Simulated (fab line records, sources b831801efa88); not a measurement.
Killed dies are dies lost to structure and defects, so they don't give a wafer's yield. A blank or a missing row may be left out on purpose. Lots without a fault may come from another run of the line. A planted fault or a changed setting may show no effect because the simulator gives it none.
fab line records | flow gf180mcu
record lots=13 wafers=39 last_day=34
route steps=602 shown MIM@503 V5@544
lots that met no fault: from a run of the same line without faults
start_h: hours from the record's first day to the start of the lot's first wafer shown | wait_h: hours since the lot's step before | " the same as in the row above | L1.1+2: a row that stands for several wafers | - no value, or no start given | * or withheld: withheld | < > ~ a bound
route shown NAME@n: a module of which the file shows steps, and the number in the route of the first | usual: mean/standard deviation of fault-free wafers | same: alike in all rows | chamber/n: place in a boat | sites: the reading at each site | _std_site: their standard deviation | _edge_site: outer sites' mean less inner sites' | radius_mm: how far each site lies from the wafer's centre | mask NAME#n: copy n | behind: the tool/chamber that last shaped the wafer | hold: why the lot was held/for how many hours/how that ended | device: the transistor (n, p or np) that didn't switch | end of line: the same wafers' tests at the end of the route | a step without rows: its recipe alone | killed: dies lost to structure and defects at the first sort, not the wafer's yield | map: a wafer's dies, x killed, . not, _ none there
set.NAME: the setting as run; set.NAME@STEP: as run at that earlier step | model.NAME: the simulator's own value behind a step, which no gauge read
steps of the route over a sample of lots; a table a step, a row a wafer
services: from which hour (start_h, from the record's first day; less than 0 if before it) a tool's chamber was out of use, for how many hours, and why
## steps
# step GF_MIM_SPUTTER_00
# recipe material=Ti target_thk_nm=37.5 arriving_ion_energy_ev=80 substrate_temp_c=200 chamber_pressure_pa=2 power_w=4000 time_s=150
# usual throttle_valve_pct=29.9/0.94
# columns lot.wafer tool chamber start_h wait_h throttle_valve_pct
L810.2 pvd_sputter-01 - 557.28 0.2 30.8
L810.4 " - " " 29.3
L810.6 " - " " 30.8
L811.1 pvd_sputter-01 - 573.52 0.1 31.0
L811.5 " - " " 28.8
L811.6 " - " " 30.7
L812.1 pvd_sputter-01 - 578.86 0.2 28.8
L812.2 " - " " 30.4
L812.6 " - " " 30.3
L813.1 pvd_sputter-01 - 588.88 0.2 28.8
L813.2 " - " " 30.4
L813.3 " - " " 29.2
L814.1 pvd_sputter-01 - 594.61 0.2 30.6
L814.2 " - " " 29.7
L814.3 " - " " 28.9
L815.2 pvd_sputter-04 - 605.04 0.2 30.9
L815.3 " - " " 31.0
L815.5 " - " " 30.1
L816.1 pvd_sputter-01 - 614.86 0.2 30.9
L816.5 " - " " 30.4
L816.6 " - " " 29.7
L817.1 pvd_sputter-01 - 621.37 0.1 28.9
L817.2 " - " " 30.4
L817.6 " - " " 28.8
L818.3 pvd_sputter-04 - 627.81 0.2 30.8
L818.4 " - " " 30.8
L818.5 " - " " 30.6
L827.2 pvd_sputter-01 - 697.17 0.2 31.0
L827.3 " - " " 29.5
L827.6 " - " " 29.0
L828.3 pvd_sputter-03 - 700.94 0.1 28.3
L828.5 " - " " 27.9
L828.6 " - " " 29.1
L830.2 pvd_sputter-04 - 714.38 0.1 29.9
L830.4 " - " " 30.8
L830.6 " - " " 31.0
L833.1 pvd_sputter-04 - 731.46 0.2 29.7
L833.3 " - " " 30.8
L833.5 " - " " 31.0
# step GF_MIM_SPUTTER_02
# recipe material=AlCu target_thk_nm=450 power_w=10600 time_s=23.9 chamber_pressure_pa=0.4
# usual throttle_valve_pct=29.9/0.96
# columns lot.wafer tool chamber start_h wait_h throttle_valve_pct
L810.2 pvd_sputter-01 - 557.41 0.0 30.8
L810.4 " - " " 29.5
L810.6 " - " " 30.7
L811.1 pvd_sputter-01 - 573.65 0.0 30.7
L811.5 " - " " 28.9
L811.6 " - " " 30.9
L812.1 pvd_sputter-01 - 578.99 0.0 28.9
L812.2 " - " " 30.4
L812.6 " - " " 30.6
L813.1 pvd_sputter-01 - 589.01 0.0 28.8
L813.2 " - " " 30.5
L813.3 " - " " 29.5
L814.1 pvd_sputter-01 - 594.74 0.0 30.5
L814.2 " - " " 29.5
L814.3 " - " " 28.6
L815.2 pvd_sputter-04 - 605.17 0.0 30.8
L815.3 " - " " 30.8
L815.5 " - " " 30.0
L816.1 pvd_sputter-01 - 614.99 0.0 30.9
L816.5 " - " " 30.6
L816.6 " - " " 29.6
L817.1 pvd_sputter-01 - 621.50 0.0 28.7
L817.2 " - " " 30.6
L817.6 " - " " 28.5
L818.3 pvd_sputter-04 - 627.95 0.0 30.5
L818.4 " - " " 31.1
L818.5 " - " " 30.4
L827.2 pvd_sputter-01 - 697.30 0.0 30.9
L827.3 " - " " 29.6
L827.6 " - " " 28.6
L828.3 pvd_sputter-03 - 701.07 0.0 28.8
L828.5 " - " " 28.1
L828.6 " - " " 29.2
L830.2 pvd_sputter-04 - 714.51 0.0 29.8
L830.4 " - " " 31.0
L830.6 " - " " 31.1
L833.1 pvd_sputter-04 - 731.60 0.0 29.6
L833.3 " - " " 31.2
L833.5 " - " " 30.9
# step GF_MIM_SPUTTER_03
# recipe material=Ti target_thk_nm=10 substrate_temp_c=300 chamber_pressure_pa=0.3 power_w=3000 time_s=6.7
# usual throttle_valve_pct=29.9/0.96
# columns lot.wafer tool chamber start_h wait_h throttle_valve_pct
L810.2 pvd_sputter-01 - 557.44 0.0 30.8
L810.4 " - " " 29.5
L810.6 " - " " 30.8
L811.1 pvd_sputter-01 - 573.68 0.0 31.0
L811.5 " - " " 28.6
L811.6 " - " " 30.8
L812.1 pvd_sputter-01 - 579.02 0.0 28.8
L812.2 " - " " 30.5
L812.6 " - " " 30.4
L813.1 pvd_sputter-01 - 589.04 0.0 28.8
L813.2 " - " " 30.3
L813.3 " - " " 29.5
L814.1 pvd_sputter-01 - 594.77 0.0 30.6
L814.2 " - " " 29.3
L814.3 " - " " 28.9
L815.2 pvd_sputter-04 - 605.20 0.0 30.6
L815.3 " - " " 30.9
L815.5 " - " " 29.6
L816.1 pvd_sputter-01 - 615.02 0.0 30.9
L816.5 " - " " 30.5
L816.6 " - " " 29.6
L817.1 pvd_sputter-01 - 621.53 0.0 28.6
L817.2 " - " " 30.3
L817.6 " - " " 28.9
L818.3 pvd_sputter-04 - 627.98 0.0 31.3
L818.4 " - " " 31.2
L818.5 " - " " 30.8
L827.2 pvd_sputter-01 - 697.33 0.0 31.0
L827.3 " - " " 29.3
L827.6 " - " " 28.9
L828.3 pvd_sputter-03 - 701.10 0.0 28.3
L828.5 " - " " 28.0
L828.6 " - " " 29.4
L830.2 pvd_sputter-04 - 714.54 0.0 29.6
L830.4 " - " " 30.9
L830.6 " - " " 31.1
L833.1 pvd_sputter-04 - 731.63 0.0 29.6
L833.3 " - " " 30.9
L833.5 " - " " 30.9
# step GF_V5_CMP_04
# recipe material=SiO2 down_force_psi=4 platen_rpm=60 pad_velocity_m_s=0.94248
# usual motor_current_A=12.0/1.7 platen_rpm=60.00/0.038
# columns lot.wafer tool chamber start_h wait_h motor_current_A platen_rpm
L810.4 cmp-02 0 601.95 0.0 9.0 60.05
L810.2 " 3 " " 13.2 60.04
L810.6 " 1 " " 14.4 59.99
L811.1 cmp-02 1 618.24 0.1 14.3 60.03
L811.6 " 0 " " 9.4 59.97
L811.5 " 1 " " 15.3 59.96
L812.1 cmp-01 0 622.29 0.1 10.4 59.96
L812.2 " 2 " " 11.0 59.94
L812.6 " 0 " " 10.3 60.00
L813.1 cmp-02 0 631.44 0.1 9.5 60.08
L813.2 " 1 " " 14.4 59.98
L813.3 " 3 " " 13.9 60.04
L814.3 cmp-01 1 637.54 0.1 13.1 60.02
L814.2 " 2 " " 12.0 60.02
L814.1 " 3 " " 12.5 59.99
L815.3 cmp-01 1 647.13 0.1 12.9 60.04
L815.2 " 2 " " 11.4 60.02
L815.5 " 0 " " 9.9 59.98
L816.1 cmp-01 2 656.41 0.1 11.0 60.00
L816.5 " 2 " " 11.3 59.97
L816.6 " 3 " " 13.3 60.01
L817.2 cmp-01 2 663.29 0.0 12.1 59.97
L817.1 " 1 " " 13.0 60.03
L817.6 " 2 " " 11.6 60.06
L818.3 cmp-01 2 669.79 0.0 11.6 59.98
L818.4 " 1 " " 13.3 60.00
L818.5 " 2 " " 11.9 60.02
L827.3 cmp-01 3 735.59 0.1 13.1 60.01
L827.2 " 0 " " 9.7 59.98
L827.6 " 3 " " 12.5 59.97
L828.3 cmp-01 2 738.99 0.1 12.3 60.00
L828.5 " 1 " " 13.2 60.07
L828.6 " 2 " " 11.6 59.98
L830.2 cmp-02 1 750.12 0.0 13.4 59.98
L830.4 " 2 " " 10.6 60.07
L830.6 " 1 " " 14.3 59.95
L833.1 cmp-02 3 767.14 0.1 14.0 60.04
L833.3 " 0 " " 9.8 59.99
L833.5 " 3 " " 13.7 59.94
# step GF_V5_BOW_MEAS_05
# recipe mode=bow
# usual V5_BOW=136/9.3
# columns lot.wafer tool chamber start_h wait_h hold V5_BOW[um]
L810.2 film_metro-03 - 602.27 0.1 - 140
L810.4 " - " " - 130
L810.6 " - " " - 138
L811.1 film_metro-02 - 618.49 0.2 - 133
L811.5 " - " " - 125
L811.6 " - " " - 136
L812.1 film_metro-04 - 622.59 0.2 - 138
L812.2 " - " " - 142
L812.6 " - " " - 134
L813.1 film_metro-04 - 631.74 0.2 - 142
L813.2 " - " " - 140
L813.3 " - " " - 144
L814.1 film_metro-04 - 637.79 0.1 - 133
L814.2 " - " " - 124
L814.3 " - " " - 120
L815.2 film_metro-03 - 647.35 0.1 - 139
L815.3 " - " " - 128
L815.5 " - " " - 124
L816.1 film_metro-02 - 656.71 0.2 - 127
L816.5 " - " " - 127
L816.6 " - " " - 120
L817.1 film_metro-03 - 663.59 0.1 - 140
L817.2 " - " " - 139
L817.6 " - " " - 136
L818.3 film_metro-02 - 670.13 0.3 - 134
L818.4 " - " " - 137
L818.5 " - " " - 130
L827.2 film_metro-03 - 735.86 0.2 await_dispo/0.2h/release 118
L827.3 " - " " await_dispo/0.2h/release 127
L827.6 " - " " await_dispo/0.2h/release 131
L827.2 film_metro-03 - 736.14 0.3 - -
L827.3 " - " " - -
L827.6 " - " " - -
L828.3 film_metro-03 - 739.28 0.2 await_dispo/0.2h/release 147
L828.5 " - " " await_dispo/0.2h/release 126
L828.6 " - " " await_dispo/0.2h/release 138
L828.3 film_metro-03 - 739.57 0.3 - -
L828.5 " - " " - -
L828.6 " - " " - -
L830.2 film_metro-03 - 750.44 0.3 - 121
L830.4 " - " " - 131
L830.6 " - " " - 115
L833.1 film_metro-02 - 767.39 0.2 - 140
L833.3 " - " " - 133
L833.5 " - " " - 144
# step GF_V5_ETCH_17
# recipe chemistry=C4F8/O2/Ar mask_material=KrF target=SiO2 stop_on=TiN source_w=1500 bias_w=1200 pressure_mtorr=40 c4f8_flow_sccm=withheld O2_flow_sccm=6 Ar_flow_sccm=300 time_s=withheld target_depth_a=8550
# usual oes_product_au=0.859/0.005
# columns lot.wafer tool chamber start_h wait_h oes_product_au
L810.2 rie_diel-01 0 - - 0.854
L810.4 " 1 " " 0.860
L810.6 " 2 " " 0.858
L811.1 rie_diel-03 3 - - 0.862
L811.5 " 3 " " 0.854
L811.6 " 0 " " 0.862
L812.1 rie_diel-01 0 - - 0.870
L812.2 " 2 " " 0.861
L812.6 " 2 " " 0.851
L813.1 rie_diel-04 3 - - 0.858
L813.2 " 0 " " 0.856
L813.3 " 2 " " 0.855
L814.1 rie_diel-04 3 - - 0.865
L814.2 " 0 " " 0.856
L814.3 " 2 " " 0.864
L815.2 rie_diel-01 2 - - 0.855
L815.3 " 3 " " 0.867
L815.5 " 3 " " 0.854
L816.1 rie_diel-01 1 - - 0.858
L816.5 " 2 " " 0.849
L816.6 " 1 " " 0.862
L817.1 rie_diel-04 0 - - 0.859
L817.2 " 3 " " 0.870
L817.6 " 3 " " 0.864
L818.3 rie_diel-04 3 - - 0.854
L818.4 " 1 " " 0.862
L818.5 " 3 " " 0.858
L827.2 rie_diel-04 2 - - 0.859
L827.3 " 1 " " 0.864
L827.6 " 3 " " 0.975
L828.3 rie_diel-03 0 - - 0.854
L828.5 " 3 " " 0.861
L828.6 " 1 " " 0.981
L830.2 rie_diel-04 2 - - 0.863
L830.4 " 3 " " 0.863
L830.6 " 0 " " 0.856
L833.1 rie_diel-03 2 - - 0.854
L833.3 " 0 " " 0.853
L833.5 " 2 " " 0.861
## services
# columns tool chamber start_h hours kind
cmp-01 - 534.11 6.3 pm
cmp-01 - 541.61 2.0 repair
rie_diel-04 2 551.01 2.9 repair
rie_diel-04 - 559.66 2.8 pm
cmp-01 - 572.00 4.0 pm
pvd_sputter-01 - 579.50 1.1 repair
cmp-02 - 588.98 0.3 repair
cmp-02 - 610.08 6.6 pm
rie_diel-04 3 621.14 3.0 repair
rie_diel-04 - 629.86 0.8 repair
cmp-02 - 653.12 2.2 repair
rie_diel-01 0 676.42 3.7 repair
rie_diel-04 0 677.03 4.6 repair
rie_diel-01 0 694.34 4.6 repair
cmp-02 - 696.62 0.9 repair
pvd_sputter-04 - 700.49 1.2 repair
cmp-02 - 713.20 1.8 repair
cmp-02 - 715.03 3.9 pm
rie_diel-01 - 716.01 3.1 repair
rie_diel-01 0 736.75 3.9 repair
cmp-02 - 744.00 4.0 pm
rie_diel-04 0 744.51 10.0 repair
cmp-01 - 749.98 2.2 repair
cmp-01 - 759.25 4.5 pm
## key
first_sign step=GF_V5_BOW_MEAS_05 reading=visit direction=added
effect step=GF_V5_ETCH_17 reading=oes_product_au direction=up sigmas=24 usual=0.859 struck=0.978
met_at GF_V5_CMP_04
struck_lots L827,L828
struck_wafers L827.6,L828.6
sort_left_out L827.6,L828.6
not_acting_at GF_MIM_SPUTTER_00,GF_MIM_SPUTTER_02,GF_MIM_SPUTTER_03
onset_between 669.79 735.59
fault kind=process_parameter_drift tool=cmp-01 chamber=- onset_h=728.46 steps=GF_V5_CMP_04 channel=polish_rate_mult offset=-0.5 shape=step end_h=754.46 scope=struck_wafers_only
# sort_left_out: the simulated sort isn't trusted on such a fault, so these wafers' sort isn't shown, and their yield isn't known
